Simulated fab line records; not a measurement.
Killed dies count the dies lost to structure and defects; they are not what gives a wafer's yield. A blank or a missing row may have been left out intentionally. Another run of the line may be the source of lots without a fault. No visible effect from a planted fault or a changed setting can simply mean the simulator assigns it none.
Chamber matching -- flow sky130 -- SKY_PASSIVATION_CVD_00 on pecvd-03: 3 sister chambers
The step deposits SiO2, target thk 90 nm. 3 wafers are shown with their chamber, then 8 later ones without.

EACH WAFER AND ITS CHAMBER
wafer,chamber,heater power w (W)
L086.5,1,612
L088.5,2,556
L091.4,0,612

WAFERS MISSING THEIR CHAMBER
wafer,heater power w (W)
L091.5,629
L091.6,674
L093.1,594
L093.4,601
L093.5,604
L096.1,663
L096.3,604
L096.4,582

WHICH CHAMBER EACH ONE RAN IN
wafer,from the rows above,in truth
L091.5,can't be placed: 0 or 1 or 2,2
L091.6,can't be placed: 0 or 1 or 2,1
L093.1,can't be placed: 0 or 1 or 2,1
L093.4,can't be placed: 0 or 1 or 2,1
L093.5,can't be placed: 0 or 1 or 2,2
L096.1,can't be placed: 0 or 1 or 2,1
L096.3,can't be placed: 0 or 1 or 2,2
L096.4,can't be placed: 2 or 0 or 1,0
Correctly placed: 0 of 8. Not placeable from these rows: 8 (in 8, the candidates include the true chamber). Placed wrongly: 0.
How it was worked out, from the rows above alone: a wafer's distance from a chamber is the root of the sum, over the readings, of the square of ((its reading less the chamber's mean) divided by the reading's scatter). The wafer belongs to the nearest chamber; if the next one is less than 2 further off, it can't be placed. For every chamber, the mean is computed from those of its wafers that are shown. The scatter: with one shown wafer a chamber, the root of the mean of the squares of how far each hidden wafer lies from its nearest shown one.
